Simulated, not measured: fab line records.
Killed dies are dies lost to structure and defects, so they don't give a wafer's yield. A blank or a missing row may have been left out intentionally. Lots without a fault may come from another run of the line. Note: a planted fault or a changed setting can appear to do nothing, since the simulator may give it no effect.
fab line records	flow sky130
record: lots: 7	wafers: 21	last-day: 50
route steps=708 shown CONTACT@424 METAL1@434 PAD_OPEN@708
lots with no fault: from the same line, run without faults
start-h: hours from the record's first day to the start of the lot's first wafer shown	wait-h: time in hours since the lot's previous step	" identical to the entry in the row above	L1.1+2: several wafers, shown together as one row	- either no value or no given start	* or withheld: withheld	< > ~ a bound
route shown NAME@n: names a module that has steps shown in the file, with the first one's number in the route	usual: the fault-free wafers' mean and standard deviation	same: alike in all rows	chamber/n: place in a boat	sites: the reading at each site	_std_site: the standard deviation of these	_edge_site: outer sites' mean less inner sites'	radius-mm: for every site, how far away it sits from the centre of the wafer	mask NAME#n: copy n	behind: the tool/chamber that last shaped the wafer	hold: what put the lot on hold/how long, in hours/how the hold closed	device: names the non-switching transistor (n, p or np)	end of line: tests run on the same wafers once the route is complete	where a step has no rows: the recipe by itself	killed: the dies lost at the first sort to structure and to defects; this is not the yield of the wafer	map: the dies of a wafer, with x for killed, . for not killed, _ for no die there
set.NAME: the run value of the setting; set.NAME@STEP: its run value at that earlier step	model.NAME: the simulator's own value behind a step, which no gauge read
lots at selected steps of the route; one table per step, one row per wafer
services: from which hour (start-h, from the record's first day; less than 0 if before it) a tool's chamber was out of use, for how many hours, and why
== steps ==
step: SKY_CONTACT_ETCH_18
recipe: target: Si3N4	chemistry: CHF3/O2	stop-on: TiN	source-w: 600	bias-w: 200	pressure-mtorr: 40	chf3-flow-sccm: 50	O2_flow_sccm: 5	time-s: 39	target-depth-a: 750
step: SKY_CONTACT_STRIP_19
recipe: chemistry: O2/N2	power-w: 1400	pressure-mtorr: 1500	platen-temp-c: withheld	o2-flow-sccm: 3000	n2-flow-sccm: 300	overash-fraction: 0.5
usual: drypump-motor-current-A: 5.9/0.53	oes-product-au: 0.381/0.0054	strip-time-to-endpoint-s: 3.62/0.049
lot.wafer	tool	chamber	start-h	wait-h	drypump-motor-current-A	oes-product-au	rf-hours-counter-h	strip-time-to-endpoint-s
L706.2	plasma-asher-01	0	745.08	-	5.9	0.372	62	3.59
L706.3	"	1	"	"	5.2	0.371	-	3.56
L706.4	"	0	"	"	5.9	0.381	-	3.60
L708.4	plasma-asher-01	1	764.88	-	5.2	0.377	-	3.64
L708.5	"	1	"	"	5.2	0.379	-	3.55
L708.6	"	0	"	"	5.9	0.385	-	3.66
L713.1	plasma-asher-03	0	800.90	-	5.7	0.382	95	3.59
L713.2	"	1	"	"	5.7	0.376	95	3.64
L713.4	"	1	"	"	5.7	0.385	-	3.58
L714.1	plasma-asher-02	1	806.65	-	5.8	0.383	38	3.61
L714.3	"	0	"	"	6.8	0.395	-	3.71
L714.4	"	1	"	"	5.8	0.378	-	3.70
L715.1	plasma-asher-03	1	813.00	-	5.7	0.375	96	3.60
L715.2	"	0	"	"	5.7	0.383	96	3.63
L715.3	"	0	"	"	5.7	0.386	-	3.54
L720.1	plasma-asher-02	1	867.05	-	5.7	0.387	43	3.66
L720.4	"	0	"	"	6.8	0.382	-	3.65
L720.5	"	0	"	"	6.8	0.376	-	3.62
L726.1	plasma-asher-02	0	897.30	-	6.8	0.378	47	3.55
L726.3	"	0	"	"	6.8	0.377	-	3.64
L726.6	"	0	"	"	6.8	0.371	-	3.59
step: SKY_CONTACT_STRIP_20
recipe: chemistry: post-etch-residue-remover	time-s: 1200	temp-c: 72.5
step: SKY_CONTACT_CLEAN_21
recipe: chemistry: IPA	time-s: 180	temp-c: 25
step: SKY_CONTACT_CLEAN_22
recipe: chemistry: O3/DIW	dry: n2-spin
step: SKY_CONTACT_SPUTTER_23
recipe: material: TiN	target-thk-nm: 20	chamber-pressure-pa: 5	power-w: 4000	time-s: 80
usual: cathode-dc-power-W: 4000.0/0.76	chamber-pressure-pa: 5.000/0.01	throttle-valve-pct: 29.8/0.81
lot.wafer	tool	chamber	start-h	wait-h	cathode-dc-power-W	chamber-pressure-pa	throttle-valve-pct
L706.2	pvd-sputter-02	-	745.67	0.0	4000.0	4.986	30.3
L706.3	"	-	"	"	3999.9	5.003	29.3
L706.4	"	-	"	"	3999.7	4.989	31.0
L708.4	pvd-sputter-03	-	765.47	0.0	4000.7	4.988	28.8
L708.5	"	-	"	"	4001.5	5.000	29.6
L708.6	"	-	"	"	3999.1	5.002	28.7
L713.1	pvd-sputter-03	-	801.49	0.0	4000.2	5.010	29.0
L713.2	"	-	"	"	4000.7	4.980	29.0
L713.4	"	-	"	"	3999.7	5.002	29.7
L714.1	pvd-sputter-01	-	807.24	0.0	4000.9	4.982	30.5
L714.3	"	-	"	"	3999.8	4.997	28.9
L714.4	"	-	"	"	4000.7	4.999	30.1
L715.1	pvd-sputter-01	-	813.63	0.0	3999.2	4.993	30.8
L715.2	"	-	"	"	4000.4	5.009	29.9
L715.3	"	-	"	"	3998.0	4.999	28.7
L720.1	pvd-sputter-02	-	867.68	0.0	4000.1	4.992	29.3
L720.4	"	-	"	"	4000.2	4.996	30.6
L720.5	"	-	"	"	3999.3	5.008	30.5
L726.1	pvd-sputter-03	-	897.89	0.0	4000.8	5.002	29.7
L726.3	"	-	"	"	4000.4	5.014	29.0
L726.6	"	-	"	"	4000.2	5.003	28.7
step: SKY_CONTACT_CVD_24
recipe: material: W	target-thk-nm: 340	time-s: 102.12	temp-c: 400	pressure-torr: 40
usual: heater-power-w: 842/38
lot.wafer	tool	chamber	start-h	wait-h	heater-power-w
L706.2	cvd-w-02	1	745.73	0.0	908
L706.3	"	0	"	"	794
L706.4	"	1	"	"	897
L708.4	cvd-w-01	1	765.54	0.0	845
L708.5	"	1	"	"	844
L708.6	"	0	"	"	797
L713.1	cvd-w-02	1	801.55	0.0	915
L713.2	"	0	"	"	818
L713.4	"	1	"	"	883
L714.1	cvd-w-01	1	807.31	0.0	848
L714.3	"	0	"	"	782
L714.4	"	1	"	"	855
L715.1	cvd-w-02	1	813.69	0.0	924
L715.2	"	0	"	"	841
L715.3	"	0	"	"	818
L720.1	cvd-w-01	0	867.74	0.0	813
L720.4	"	0	"	"	809
L720.5	"	1	"	"	862
L726.1	cvd-w-01	0	897.95	0.0	807
L726.3	"	0	"	"	798
L726.6	"	0	"	"	823
step: SKY_CONTACT_RS_MEAS_25
recipe: thk-meas-gauge: four-point-probe	reads: W_of_CONTACT_CVD_24+TiN_of_CONTACT_SPUTTER_23
usual: CONTACT_W_RS: 0.336/0.0045
lot.wafer	tool	chamber	start-h	wait-h	CONTACT_W_RS[ohm/sq]
L706.2	film-metro-01	-	745.86	0.1	0.340
L706.3	"	-	"	"	0.336
L706.4	"	-	"	"	0.334
L708.4	film-metro-04	-	765.67	0.1	0.333
L708.5	"	-	"	"	0.334
L708.6	"	-	"	"	0.331
L713.1	film-metro-02	-	801.66	0.1	0.340
L713.2	"	-	"	"	0.338
L713.4	"	-	"	"	0.339
L714.1	film-metro-04	-	807.42	0.1	0.334
L714.3	"	-	"	"	0.329
L714.4	"	-	"	"	0.335
L715.1	film-metro-02	-	813.80	0.1	0.338
L715.2	"	-	"	"	0.339
L715.3	"	-	"	"	0.338
L720.1	film-metro-01	-	867.85	0.1	0.325
L720.4	"	-	"	"	0.330
L720.5	"	-	"	"	0.341
L726.1	film-metro-01	-	898.06	0.1	0.327
L726.3	"	-	"	"	0.326
L726.6	"	-	"	"	0.328
step: SKY_CONTACT_THK_MEAS_26
recipe: thk-meas-gauge: xrf	reads: W_of_CONTACT_CVD_24
usual: CONTACT_W_THK: 350/5.2
lot.wafer	tool	chamber	start-h	wait-h	CONTACT_W_THK[nm]
L706.2	film-metro-01	-	745.97	0.1	348
L706.3	"	-	"	"	353
L706.4	"	-	"	"	354
L708.4	film-metro-04	-	765.76	0.1	353
L708.5	"	-	"	"	351
L708.6	"	-	"	"	354
L713.1	film-metro-02	-	801.78	0.1	345
L713.2	"	-	"	"	345
L713.4	"	-	"	"	345
L714.1	film-metro-04	-	807.54	0.1	351
L714.3	"	-	"	"	357
L714.4	"	-	"	"	352
L715.1	film-metro-02	-	813.92	0.1	344
L715.2	"	-	"	"	345
L715.3	"	-	"	"	346
L720.1	film-metro-01	-	867.97	0.1	364
L720.4	"	-	"	"	357
L720.5	"	-	"	"	344
L726.1	film-metro-01	-	898.18	0.1	364
L726.3	"	-	"	"	362
L726.6	"	-	"	"	361
step: SKY_CONTACT_CMP_27
recipe: stop-on: SiO2	t-overpolish-s: 15	down-force-psi: 3.5	platen-rpm: 60	target-thk-nm: 0	pad-velocity-m-s: 0.94248
step: SKY_METAL1_SPUTTER_00
recipe: material: Ti	target-thk-nm: 15	power-w: 3000	time-s: 10	chamber-pressure-pa: 0.4
step: SKY_METAL1_SPUTTER_01
recipe: material: TiN	target-thk-nm: 20	power-w: 6500	time-s: 16.7	chamber-pressure-pa: 0.4
usual: cathode-dc-power-W: 6499.9/1.1	chamber-pressure-pa: 0.4000/0.00083	throttle-valve-pct: 29.6/0.66
lot.wafer	tool	chamber	start-h	wait-h	cathode-dc-power-W	chamber-pressure-pa	throttle-valve-pct
L706.2	pvd-sputter-04	-	746.35	0.0	6500.1	0.3996	29.5
L706.3	"	-	"	"	6501.2	0.3996	29.9
L706.4	"	-	"	"	6500.0	0.4009	29.2
L708.4	pvd-sputter-03	-	766.12	0.0	6500.7	0.4010	28.8
L708.5	"	-	"	"	6499.1	0.4006	29.8
L708.6	"	-	"	"	6500.6	0.4000	28.9
L713.1	pvd-sputter-04	-	802.16	0.0	6499.3	0.3999	29.1
L713.2	"	-	"	"	6500.3	0.3992	29.4
L713.4	"	-	"	"	6498.3	0.4010	29.2
L714.1	pvd-sputter-04	-	807.97	0.0	6498.2	0.3995	29.9
L714.3	"	-	"	"	6500.5	0.4011	29.0
L714.4	"	-	"	"	6501.3	0.4004	29.5
L715.1	pvd-sputter-04	-	814.38	0.0	6499.6	0.3994	29.1
L715.2	"	-	"	"	6500.4	0.3993	29.9
L715.3	"	-	"	"	6500.7	0.4003	29.0
L720.1	pvd-sputter-02	-	868.35	0.0	6499.5	0.3998	29.0
L720.4	"	-	"	"	6498.6	0.4012	30.9
L720.5	"	-	"	"	6500.3	0.3993	30.7
L726.1	pvd-sputter-02	-	898.56	0.0	6500.1	0.3989	30.8
L726.3	"	-	"	"	6499.5	0.3995	29.3
L726.6	"	-	"	"	6499.0	0.3987	30.6
step: SKY_METAL1_SPUTTER_02
recipe: material: AlCu	target-thk-nm: 250	power-w: 10600	time-s: 13.3	chamber-pressure-pa: 0.4
usual: cathode-dc-power-W: 10600/1.9	chamber-pressure-pa: 0.4000/0.00081	throttle-valve-pct: 29.6/0.68
lot.wafer	tool	chamber	start-h	wait-h	cathode-dc-power-W	chamber-pressure-pa	throttle-valve-pct
L706.2	pvd-sputter-04	-	746.37	0.0	10600	0.4006	29.3
L706.3	"	-	"	"	10600	0.4005	30.3
L706.4	"	-	"	"	10604	0.3992	29.1
L708.4	pvd-sputter-03	-	766.15	0.0	10601	0.4013	28.7
L708.5	"	-	"	"	10600	0.3987	29.5
L708.6	"	-	"	"	10601	0.3980	28.9
L713.1	pvd-sputter-04	-	802.19	0.0	-	-	-
L713.2	"	-	"	"	-	-	-
L713.4	"	-	"	"	-	-	-
L714.1	pvd-sputter-04	-	808.00	0.0	-	-	-
L714.3	"	-	"	"	-	-	-
L714.4	"	-	"	"	-	-	-
L715.1	pvd-sputter-04	-	814.41	0.0	-	-	-
L715.2	"	-	"	"	-	-	-
L715.3	"	-	"	"	-	-	-
L720.1	pvd-sputter-02	-	868.38	0.0	10597	0.4001	29.4
L720.4	"	-	"	"	10599	0.3999	31.0
L720.5	"	-	"	"	10602	0.4016	30.7
L726.1	pvd-sputter-02	-	898.59	0.0	10602	0.3999	30.7
L726.3	"	-	"	"	10599	0.4009	28.9
L726.6	"	-	"	"	10600	0.3998	30.8
step: SKY_METAL1_SPUTTER_03
recipe: material: Ti	target-thk-nm: 5	power-w: 3000	time-s: 3.3	chamber-pressure-pa: 0.4
step: SKY_METAL1_SPUTTER_04
recipe: material: TiN	target-thk-nm: 70	power-w: 6500	time-s: 58.3	chamber-pressure-pa: 0.4
usual: cathode-dc-power-W: 6499.9/1.2	chamber-pressure-pa: 0.4001/0.00075	throttle-valve-pct: 29.6/0.68
lot.wafer	tool	chamber	start-h	wait-h	cathode-dc-power-W	chamber-pressure-pa	throttle-valve-pct
L706.2	pvd-sputter-04	-	746.42	0.0	6501.3	0.4001	29.4
L706.3	"	-	"	"	6499.3	0.3989	30.2
L706.4	"	-	"	"	6500.4	0.4002	28.6
L708.4	pvd-sputter-03	-	766.20	0.0	6500.7	0.4002	28.7
L708.5	"	-	"	"	6499.8	0.3995	29.9
L708.6	"	-	"	"	6499.5	0.4001	28.9
L713.1	pvd-sputter-04	-	802.23	0.0	6500.5	0.4000	28.8
L713.2	"	-	"	"	6501.1	0.4001	29.3
L713.4	"	-	"	"	6501.2	0.4010	29.4
L714.1	pvd-sputter-04	-	808.04	0.0	6501.9	0.3996	30.3
L714.3	"	-	"	"	6500.3	0.4024	29.3
L714.4	"	-	"	"	6501.2	0.4004	29.2
L715.1	pvd-sputter-04	-	814.45	0.0	6500.1	0.4015	28.9
L715.2	"	-	"	"	6499.4	0.4011	30.2
L715.3	"	-	"	"	6499.5	0.4004	29.4
L720.1	pvd-sputter-02	-	868.42	0.0	6499.4	0.3988	29.3
L720.4	"	-	"	"	6500.7	0.3999	30.9
L720.5	"	-	"	"	6500.8	0.3996	30.7
L726.1	pvd-sputter-02	-	898.63	0.0	6500.7	0.3995	30.7
L726.3	"	-	"	"	6498.1	0.3999	29.4
L726.6	"	-	"	"	6500.4	0.4005	30.8
step: SKY_METAL1_RS_MEAS_05
recipe: thk-meas-gauge: four-point-probe	reads: TiN_of_METAL1_SPUTTER_04+Ti_of_METAL1_SPUTTER_03+AlCu_of_METAL1_SPUTTER_02+TiN_of_METAL1_SPUTTER_01+Ti_of_METAL1_SPUTTER_00
usual: METAL1_ALCU_RS: 0.1264/0.0017
lot.wafer	tool	chamber	start-h	wait-h	METAL1_ALCU_RS[ohm/sq]
L706.2	film-metro-04	-	746.48	0.0	0.1236
L706.3	"	-	"	"	0.1267
L706.4	"	-	"	"	0.1253
L708.4	film-metro-01	-	766.29	0.1	0.1252
L708.5	"	-	"	"	0.1252
L708.6	"	-	"	"	0.1251
L713.1	film-metro-01	-	802.28	0.0	8.7312
L713.2	"	-	"	"	8.6554
L713.4	"	-	"	"	8.6064
L714.1	film-metro-04	-	808.09	0.0	8.7011
L714.3	"	-	"	"	8.7226
L714.4	"	-	"	"	8.6769
L715.1	film-metro-01	-	814.50	0.0	8.6605
L715.2	"	-	"	"	8.6900
L715.3	"	-	"	"	8.5948
L720.1	film-metro-04	-	868.47	0.0	0.1270
L720.4	"	-	"	"	0.1276
L720.5	"	-	"	"	0.1278
L726.1	film-metro-04	-	898.68	0.0	0.1284
L726.3	"	-	"	"	0.1270
L726.6	"	-	"	"	0.1282
step: SKY_METAL1_THK_MEAS_06
recipe: thk-meas-gauge: xrf	reads: AlCu_of_METAL1_SPUTTER_02
usual: METAL1_ALCU_THK: 246/3.5
lot.wafer	tool	chamber	start-h	wait-h	METAL1_ALCU_THK[nm]
L706.2	film-metro-04	-	746.59	0.1	252
L706.3	"	-	"	"	247
L706.4	"	-	"	"	248
L708.4	film-metro-01	-	766.38	0.1	248
L708.5	"	-	"	"	246
L708.6	"	-	"	"	246
L713.1	film-metro-01	-	802.40	0.1	<1
L713.2	"	-	"	"	<1
L713.4	"	-	"	"	<1
L714.1	film-metro-04	-	808.21	0.1	<0
L714.3	"	-	"	"	<0
L714.4	"	-	"	"	<0
L715.1	film-metro-01	-	814.62	0.1	<1
L715.2	"	-	"	"	<1
L715.3	"	-	"	"	<1
L720.1	film-metro-04	-	868.59	0.1	245
L720.4	"	-	"	"	244
L720.5	"	-	"	"	244
L726.1	film-metro-04	-	898.80	0.1	243
L726.3	"	-	"	"	244
L726.6	"	-	"	"	242
step: SKY_METAL1_DEHYDRATE_07
recipe: temp-c: 200	time-s: 60
step: SKY_PAD_OPEN_PROBE_99
usual: defect-limited-yield: 82.4/1.9	killed_at_M0_to_M3: 44/6.5	killed_at_M4_up: 2.9/1.7	killed-at-contacts: 24/5.7	killed-at-front-end: 16/4.4	killed-at-other: 0.2/0.48	killed-dies: 87/9.6	killed-on-rim: 17/3.8	killed-open: 48/6.7	killed-short: 38/6.2	sort_bin_3_pad_short: 0.8/0.39	sort_bin_5_function: 10.5/1.6	sort_bin_6_memory: 6.4/1	sort-n-pass: 405/9.5	sort-yield-pct: 82.3/1.9
same: gross-dies: 492	killed-at-back-side: 0	sort_bin_4_leakage[%]: 0	sort_bin_8_speed[%]: 0
lot.wafer	tool	chamber	start-h	wait-h	defect-limited-yield[%]	killed_at_M0_to_M3	killed_at_M4_up	killed-at-contacts	killed-at-front-end	killed-at-other	killed-dies	killed-on-rim	killed-open	killed-short	sort_bin_3_pad_short[%]	sort_bin_5_function[%]	sort_bin_6_memory[%]	sort-n-pass	sort-yield-pct[%]
L706.2	prober-01	-	1085.84	0.1	83.7	42	1	19	18	0	80	15	40	39	0.2	11.2	4.9	412	83.7
L706.3	prober-01	-	1085.89	0.2	79.9	49	1	32	17	0	99	15	59	39	0.6	11.6	7.9	393	79.9
L706.4	prober-01	-	1085.94	0.2	83.9	49	0	14	16	0	79	15	48	30	0.8	7.9	7.3	413	83.9
L708.4	prober-02	-	1100.71	0.2	81.5	47	4	24	16	0	91	17	51	40	1.2	10.0	7.3	401	81.5
L708.5	prober-02	-	1100.76	0.2	79.3	53	2	21	24	2	102	22	56	44	0.4	14.0	6.3	390	79.3
L708.6	prober-02	-	1100.81	0.2	80.5	43	5	27	21	0	96	17	53	43	1.0	12.4	6.1	396	80.5
L713.1	prober-01	-	1126.73	0.1	0	446	3	33	10	0	492	96	48	40	0.8	94.3	4.9	0	0
L713.2	prober-01	-	1126.78	0.1	0	448	3	34	7	0	492	96	52	46	0.8	94.5	4.7	0	0
L713.4	prober-01	-	1126.88	0.2	0	445	2	31	14	0	492	96	56	45	0.6	90.2	9.1	0	0
L714.1	prober-01	-	1132.39	0.1	0	442	1	36	13	0	492	96	46	36	0.6	95.1	4.3	0	0
L714.3	prober-01	-	1132.49	0.2	0	446	3	27	16	0	492	96	47	45	0.6	91.9	7.5	0	0
L714.4	prober-01	-	1132.54	0.2	0	440	6	29	17	0	492	96	66	39	0.8	92.3	6.9	0	0
L715.1	prober-02	-	1139.78	0.1	0	450	1	30	11	0	492	96	43	33	0.8	93.7	5.5	0	0
L715.2	prober-02	-	1139.83	0.1	0	440	3	35	14	0	492	96	50	51	1.6	91.5	6.9	0	0
L715.3	prober-02	-	1139.88	0.2	0	455	2	22	13	0	492	96	52	28	0.6	94.3	5.1	0	0
L726.1	prober-02	-	1198.14	0.1	82.9	47	0	21	16	0	84	15	49	35	1.0	8.7	7.3	408	82.9
L726.3	prober-02	-	1198.24	0.2	82.1	44	5	24	15	0	88	22	45	41	0.2	12.6	5.1	404	82.1
L726.6	prober-02	-	1198.39	0.2	82.7	44	3	22	16	0	85	15	47	38	0.8	10.6	5.9	407	82.7
killed by level:class
L706.2 VIA1:geometric-particle:open=13 FIELD_ISO:geometric-particle:short=7 VIA2:geometric-particle:open=6 POLY_GATE:geometric-particle:open=5 CONTACT:geometric-particle:open=5 CONTACT:geometric-particle:short=5 METAL2:geometric-particle:short=5 VIA3:geometric-particle:open=4
L706.3 CONTACT:geometric-particle:open=15 VIA3:geometric-particle:open=13 VIA1:geometric-particle:open=10 METAL1:geometric-particle:short=6 METAL2:geometric-particle:short=6 POLY_GATE:geometric-particle:open=5 LOCAL_INTERCONNECT:geometric-particle:short=5 LI_CONTACT:geometric-particle:open=5
L706.4 VIA2:geometric-particle:open=11 VIA3:geometric-particle:open=10 VIA1:geometric-particle:open=9 FIELD_ISO:geometric-particle:short=6 METAL2:geometric-particle:short=5 CONTACT:geometric-particle:open=5 LI_CONTACT:geometric-particle:open=4 FIELD_ISO:geometric-particle:open=3
L708.4 VIA1:geometric-particle:open=8 VIA2:geometric-particle:open=8 CONTACT:geometric-particle:open=7 LI_CONTACT:geometric-particle:open=5 LOCAL_INTERCONNECT:geometric-particle:short=5 METAL2:geometric-particle:short=5 VIA3:geometric-particle:open=5 FIELD_ISO:geometric-particle:short=4
L708.5 VIA2:geometric-particle:open=12 METAL1:geometric-particle:short=7 VIA1:geometric-particle:open=7 FIELD_ISO:geometric-particle:open=6 POLY_GATE:geometric-particle:open=6 LI_CONTACT:geometric-particle:open=6 FIELD_ISO:geometric-particle:short=5 POLY_GATE:geometric-particle:short=5
L708.6 VIA2:geometric-particle:open=14 LI_CONTACT:geometric-particle:open=8 FIELD_ISO:geometric-particle:short=7 CONTACT:geometric-particle:open=7 LOCAL_INTERCONNECT:geometric-particle:short=7 METAL2:geometric-particle:short=7 POLY_GATE:geometric-particle:open=5 VIA1:geometric-particle:open=5
L713.1 METAL1:area-sputter=404 CONTACT:geometric-particle:open=12 LI_CONTACT:geometric-particle:open=10 VIA3:geometric-particle:open=10 VIA1:geometric-particle:open=7 CONTACT:geometric-particle:short=5 METAL1:geometric-particle:short=5 VIA1:geometric-particle:short=4
L713.2 METAL1:area-sputter=394 LI_CONTACT:geometric-particle:open=13 VIA1:geometric-particle:open=11 CONTACT:geometric-particle:open=9 VIA1:geometric-particle:short=9 VIA2:geometric-particle:open=8 METAL2:geometric-particle:short=7 LI_CONTACT:geometric-particle:short=6
L713.4 METAL1:area-sputter=391 CONTACT:geometric-particle:open=15 VIA1:geometric-particle:open=13 METAL1:geometric-particle:short=11 METAL2:geometric-particle:short=9 CONTACT:geometric-particle:short=8 VIA3:geometric-particle:open=6 LI_CONTACT:geometric-particle:open=5
L714.1 METAL1:area-sputter=410 CONTACT:geometric-particle:open=14 LI_CONTACT:geometric-particle:open=9 VIA1:geometric-particle:open=8 CONTACT:geometric-particle:short=6 METAL1:geometric-particle:short=5 FIELD_ISO:geometric-particle:short=4 VIA1:geometric-particle:short=4
L714.3 METAL1:area-sputter=400 LI_CONTACT:geometric-particle:open=8 CONTACT:geometric-particle:open=7 VIA3:geometric-particle:open=7 VIA3:geometric-particle:short=7 LOCAL_INTERCONNECT:geometric-particle:short=6 METAL1:geometric-particle:short=6 VIA1:geometric-particle:short=6
L714.4 METAL1:area-sputter=387 VIA1:geometric-particle:open=12 VIA3:geometric-particle:open=11 VIA2:geometric-particle:open=11 LI_CONTACT:geometric-particle:open=10 CONTACT:geometric-particle:open=9 METAL1:geometric-particle:short=6 METAL2:geometric-particle:short=6
L715.1 METAL1:area-sputter=415 LI_CONTACT:geometric-particle:open=11 CONTACT:geometric-particle:open=10 CONTACT:geometric-particle:short=7 VIA1:geometric-particle:open=6 METAL1:geometric-particle:short=6 POLY_GATE:geometric-particle:short=4 METAL2:geometric-particle:short=4
L715.2 METAL1:area-sputter=391 CONTACT:geometric-particle:open=13 METAL2:geometric-particle:short=7 CONTACT:geometric-particle:short=7 METAL1:geometric-particle:short=7 VIA1:geometric-particle:open=6 LI_CONTACT:geometric-particle:open=5 LI_CONTACT:geometric-particle:short=5
L715.3 METAL1:area-sputter=412 CONTACT:geometric-particle:open=13 VIA1:geometric-particle:open=10 VIA2:geometric-particle:open=8 FIELD_ISO:geometric-particle:open=7 VIA3:geometric-particle:open=6 VIA1:geometric-particle:short=5 VIA3:geometric-particle:short=5
L726.1 VIA1:geometric-particle:open=12 CONTACT:geometric-particle:open=9 LI_CONTACT:geometric-particle:open=6 METAL1:geometric-particle:short=6 VIA3:geometric-particle:open=6 FIELD_ISO:geometric-particle:short=5 VIA2:geometric-particle:open=5 METAL2:geometric-particle:short=5
L726.3 VIA1:geometric-particle:open=9 CONTACT:geometric-particle:open=8 METAL2:geometric-particle:short=8 LI_CONTACT:geometric-particle:open=6 VIA1:geometric-particle:short=6 POLY_GATE:geometric-particle:short=5 VIA3:geometric-particle:open=5 CONTACT:geometric-particle:short=5
L726.6 VIA1:geometric-particle:open=10 VIA3:geometric-particle:open=10 CONTACT:geometric-particle:open=9 POLY_GATE:geometric-particle:short=6 METAL1:geometric-particle:short=6 LOCAL_INTERCONNECT:geometric-particle:short=5 METAL3:geometric-particle:short=5 VIA2:geometric-particle:open=5
map L713.1 (x killed, . not)
__________xxxxxxxxxx_________
________xxxxxxxxxxxxxx_______
______xxxxxxxxxxxxxxxxxx_____
_____xxxxxxxxxxxxxxxxxxxx____
____xxxxxxxxxxxxxxxxxxxxxx___
___xxxxxxxxxxxxxxxxxxxxxxxx__
__xxxxxxxxxxxxxxxxxxxxxxxxxx_
_xxxxxxxxxxxxxxxxxxxxxxxxxxxx
_xxxxxxxxxxxxxxxxxxxxxxxxxxxx
_xxxxxxxxxxxxxxxxxxxxxxxxxxxx
_xxxxxxxxxxxxxxxxxxxxxxxxxxxx
_xxxxxxxxxxxxxxxxxxxxxxxxxxxx
_xxxxxxxxxxxxxxxxxxxxxxxxxxxx
_xxxxxxxxxxxxxxxxxxxxxxxxxxxx
_xxxxxxxxxxxxxxxxxxxxxxxxxxxx
__xxxxxxxxxxxxxxxxxxxxxxxxxx_
___xxxxxxxxxxxxxxxxxxxxxxxx__
____xxxxxxxxxxxxxxxxxxxxxx___
_____xxxxxxxxxxxxxxxxxxxx____
______xxxxxxxxxxxxxxxxxx_____
________xxxxxxxxxxxxxx_______
__________xxxxxxxxxx_________
map L714.1 (x killed, . not)
__________xxxxxxxxxx_________
________xxxxxxxxxxxxxx_______
______xxxxxxxxxxxxxxxxxx_____
_____xxxxxxxxxxxxxxxxxxxx____
____xxxxxxxxxxxxxxxxxxxxxx___
___xxxxxxxxxxxxxxxxxxxxxxxx__
__xxxxxxxxxxxxxxxxxxxxxxxxxx_
_xxxxxxxxxxxxxxxxxxxxxxxxxxxx
_xxxxxxxxxxxxxxxxxxxxxxxxxxxx
_xxxxxxxxxxxxxxxxxxxxxxxxxxxx
_xxxxxxxxxxxxxxxxxxxxxxxxxxxx
_xxxxxxxxxxxxxxxxxxxxxxxxxxxx
_xxxxxxxxxxxxxxxxxxxxxxxxxxxx
_xxxxxxxxxxxxxxxxxxxxxxxxxxxx
_xxxxxxxxxxxxxxxxxxxxxxxxxxxx
__xxxxxxxxxxxxxxxxxxxxxxxxxx_
___xxxxxxxxxxxxxxxxxxxxxxxx__
____xxxxxxxxxxxxxxxxxxxxxx___
_____xxxxxxxxxxxxxxxxxxxx____
______xxxxxxxxxxxxxxxxxx_____
________xxxxxxxxxxxxxx_______
__________xxxxxxxxxx_________
== services ==
tool	chamber	start-h	hours	kind
pvd-sputter-01	-	721.14	5.0	repair
cvd-w-01	1	723.10	11.0	repair
pvd-sputter-03	1	748.15	-	consumable-replace:kit
pvd-sputter-03	1	748.15	18.0	scheduled-down
pvd-sputter-03	1	748.15	18.0	vent-cycle
plasma-asher-02	-	750.00	4.3	pm
cvd-w-02	1	753.81	14.7	repair
cvd-w-02	-	781.46	2.8	pm
cvd-w-01	1	810.56	39.7	repair
plasma-asher-02	-	810.74	1.0	repair
pvd-sputter-03	-	818.83	13.6	repair
pvd-sputter-04	2	820.55	-	consumable-replace:kit
pvd-sputter-04	2	820.55	18.0	scheduled-down
pvd-sputter-04	2	820.55	18.0	vent-cycle
pvd-sputter-03	-	843.01	26.9	repair
plasma-asher-02	-	855.45	4.8	repair
pvd-sputter-03	-	857.44	0.9	repair
pvd-sputter-02	-	866.69	0.6	repair
cvd-w-02	-	875.88	1.3	repair
== key ==
first-sign: step: SKY_METAL1_SPUTTER_02	reading: tool-record	direction: missing
effect: step: SKY_METAL1_RS_MEAS_05	reading: METAL1_ALCU_RS	direction: up	sigmas: 99+	usual: 0.1264	struck: 8.6710
effect: step: SKY_METAL1_THK_MEAS_06	reading: METAL1_ALCU_THK	direction: down	sigmas: 70	usual: 246	struck: <1
effect: step: SKY_PAD_OPEN_PROBE_99	reading: killed_at_M0_to_M3	direction: up	sigmas: 62	usual: 44	struck: 446
more-kills-born-at: SKY_METAL1_SPUTTER_02@pvd-sputter-04: 3604
met-at SKY_METAL1_SPUTTER_02
struck-wafers L713.1,L713.2,L713.4,L714.1,L714.3,L714.4,L715.1,L715.2,L715.3
later-rows-left-out L713.1,L713.2,L713.4,L714.1,L714.3,L714.4,L715.1,L715.2,L715.3
onset-between 746.37 802.19
fault: kind: skipped-step-whole	tool: pvd-sputter-04	chamber: -	onset-h: 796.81	steps: SKY_METAL1_SPUTTER_02	scope: struck-lots-only
later-rows-left-out: the simulator's readings of these wafers behind a module that went badly wrong aren't trusted and aren't shown, but for the sort
